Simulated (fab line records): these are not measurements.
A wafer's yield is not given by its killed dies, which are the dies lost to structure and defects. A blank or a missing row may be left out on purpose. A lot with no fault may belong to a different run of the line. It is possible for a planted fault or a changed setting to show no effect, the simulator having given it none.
The tool behind it: which one? -- flow sky130 -- 13 lots, 39 wafers sampled, at 2 steps of a route of 708

== WHAT THE GAUGES SHOWED, per wafer ==
SKY_VT_ADJUST_HVTR_CD_MEAS_07 targets a cd of 380 nm. Usual: cdNm 379.3 nm, standard deviation 2.5.
lot,measured,on,cdNm (nm),flag
L224,day 9 20:16,cdSem-02,381.4 381.1 381.1,
L225,day 9 23:59,cdSem-01,380.1 381.6 380.7,
L226,day 10 05:25,cdSem-02,375.9 377.5 374.9,
L227,day 10 18:19,cdSem-01,377.7 376.5 376.6,
L231,day 11 22:16,cdSem-02,379.3 377.3 381.7,
L232,day 12 05:57,cdSem-02,382.4 380.5 380.3,
L233,day 12 13:38,cdSem-01,377.9 378.0 375.0,
L240,day 14 20:55,cdSem-02,379.5 380.0 377.9,
L241,day 15 04:11,cdSem-01,380.7 378.8 379.8,
L242,day 15 08:14,cdSem-01,380.0 378.0 380.5,
L244,day 15 20:29,cdSem-02,379.0 381.2 379.6,
L245,day 16 09:34,cdSem-01,379.5 375.0 375.8,
L246,day 16 14:55,cdSem-02,376.0 378.9 379.2,

SKY_VT_ADJUST_HVTR_OVL_MEAS_08. Usual: VT_ADJUST_HVTR_OVL gives 0.6 nm (standard deviation 1.6).
lot,measured,on,VT_ADJUST_HVTR_OVL (nm),flag
L224,day 9 20:22,overlay-02,0.1 1.1 0.3,
L225,day 10 00:06,overlay-02,-0.2 -1.2 0.2,
L226,day 10 05:29,overlay-02,0.7 0.8 1.0,
L227,day 10 18:26,overlay-02,1.9 2.3 2.3,
L231,day 11 22:22,overlay-01,3.0 4.1 2.5,
L232,day 12 06:04,overlay-01,0.5 1.5 0.3,
L233,day 12 13:43,overlay-01,0.1 0.6 -0.3,
L240,day 14 21:02,overlay-01,1.9 -1.7 -1.1,
L241,day 15 04:18,overlay-02,-4.1 -1.4 -1.0,
L242,day 15 08:21,overlay-01,-1.8 0.2 0.1,
L244,day 15 20:36,overlay-02,-0.9 -0.1 -0.7,
L245,day 16 09:42,overlay-02,-0.2 1.5 -0.3,
L246,day 16 15:02,overlay-02,0.5 -0.5 0.9,

== TOOL THAT RAN EACH LOT (tool first, then ch and the chambers of the sampled wafers, then the start) ==
The record shows no process step preceding these readings.

== WHAT THE TOOLS THEMSELVES READ (means of the sampled wafers that have a number; where no wafer has one, the mark that the record gives instead) ==
The record holds no such reading with a usual standard deviation.

== THE ANSWER, worked out from the rows above alone ==
Rule: lot off if the mean of its wafers having a number is beyond 3 standard deviations from the usual mean. A lot without any number at a reading at which 4 lots or more have one is off too. Any other lot the step has rows for is counted as sound. First the gauges in route order, then the tools' own readings, where a lot's mean is used as printed above. The first step at which some lot is off is used, and at that step the reading that is off furthest; a lot without a number counts as furthest.
Across all readings shown, no lot is off: no conclusion can be drawn from this.

== WHAT THE SIMULATOR HAD INSERTED ==
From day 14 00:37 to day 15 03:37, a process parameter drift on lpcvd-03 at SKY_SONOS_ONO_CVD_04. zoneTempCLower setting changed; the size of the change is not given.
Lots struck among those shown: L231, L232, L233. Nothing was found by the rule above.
